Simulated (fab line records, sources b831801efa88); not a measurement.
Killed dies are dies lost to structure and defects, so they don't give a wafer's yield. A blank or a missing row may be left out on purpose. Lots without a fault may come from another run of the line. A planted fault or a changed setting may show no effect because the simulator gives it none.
Problem report in the 8D (eight disciplines) form, filled by code | flow gf180mcu | the parts of the form that need people (team, actions taken, sign-off) are left out

1. THE PROBLEM
MIM_ALCU_RS at GF_MIM_RS_MEAS_10 reads a mean of 0.1689 ohm/sq on 2 wafers of 2 lots; wafers without a fault read 0.1597 ohm/sq with a standard deviation of 0.0019. That is +4.9 standard deviations from the usual mean.
The step: measures by four-point-probe.
First seen on wafer L510.4, day 29 00:47, on film_metro-02. The record holds 30 wafers of 10 lots with a number at this step. Rule for "out", or "out of limits": more than 4 standard deviations from the usual mean. The other wafers with a number count as sound.

2. WHAT IT IS AND WHAT IT IS NOT
question                    | is                | is not
which readings at this step | MIM_ALCU_RS       | -
which lots                  | L510, L511        | L497, L498, L499, L500, L501, L502, L517, L519
which wafers of those lots  | L510.4, L511.1    | L510.2, L510.6, L511.3, L511.4
read on which gauges        | film_metro-02     | film_metro-01, film_metro-04
when                        | from day 29 00:47 | up to then (20 sound wafers); but 8 sound wafers of L511, L517, L519 came after

3. SUSPECTS, AND WHAT RULES EACH OUT
Counting: a tool at a process step up to the reading stays a suspect if it ran every lot that is out. Sound lots after the first of them don't rule it out here, since some wafers of a struck lot are sound.
- the gauge at GF_MIM_RS_MEAS_10: ruled out. All the wafers that are out were read on film_metro-02, but those of them that GF_MIM_SPUTTER_08 has rows for are out there too, on other tools.
- pvd_sputter-02 at GF_MIM_SPUTTER_02 (material AlCu, target thk 450 nm, time 23.9 s): kept. It ran every lot that is out, first L510 (day 29 00:29); its last sound lot up to then is L498 (day 25 01:43).
- pvd_sputter-02 at GF_MIM_SPUTTER_04 (material TiN, target thk 50 nm, time 41.7 s): kept. It ran every lot that is out, first L510 (day 29 00:32); its last sound lot up to then is L498 (day 25 01:46).
- pvd_sputter-01 at GF_MIM_SPUTTER_08 (material AlCu, target thk 200 nm, time 10.6 s): kept. It ran every lot that is out, first L510 (day 29 00:43); its last sound lot up to then is L502 (day 26 17:55). Its own readings are out on those wafers: chamber_pressure_pa.
Left after counting: pvd_sputter-02 at GF_MIM_SPUTTER_02, pvd_sputter-02 at GF_MIM_SPUTTER_04, pvd_sputter-01 at GF_MIM_SPUTTER_08.

4. THE CAUSE (what the simulator had put in)
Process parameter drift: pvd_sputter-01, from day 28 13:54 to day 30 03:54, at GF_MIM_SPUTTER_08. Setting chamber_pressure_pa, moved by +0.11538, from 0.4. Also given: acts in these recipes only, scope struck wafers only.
Counting left 3 suspects, and this tool is among them.

5. THE CHAIN OF EFFECTS, in route order
Each row: a reading whose mean over the struck wafers that have a number lies more than 3 standard deviations from the usual. Only readings for which the record gives a usual standard deviation are gone through. hours: the time from each lot's start at the first step in this table that gives one to its start at this step, as a median over the lots. sigmas: the change in usual standard deviations.
hours | step              | reading             | usual         | on struck wafers | change  | sigmas
0     | GF_MIM_SPUTTER_08 | chamber_pressure_pa | 0.3999 Pa     | 0.5156           | +0.1157 | +99 or more
0     | GF_MIM_RS_MEAS_10 | MIM_ALCU_RS         | 0.1597 ohm/sq | 0.1689           | +0.0092 | +4.9
The process steps in it:
- GF_MIM_SPUTTER_08: material AlCu, target thk 200 nm, time 10.6 s.
Later measuring or inspecting steps at which every struck wafer that the step has a row for has a number for every such reading, and none has moved that far: GF_MIM_THK_MEAS_11.

6. WHAT WOULD HAVE CAUGHT IT SOONER
In this record the first reading out of limits at a measuring or inspecting step was taken at day 29 00:47, 11 hours after the fault began at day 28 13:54.
The tool's own readings at GF_MIM_SPUTTER_08 were out on every struck wafer that the step has a row for (chamber_pressure_pa): an alarm limit on them would have fired on the first of those.
Of the lots that are out (2), L511 began GF_MIM_SPUTTER_08 on pvd_sputter-01 after day 29 00:47. A hold on the tool at that time would have spared it.
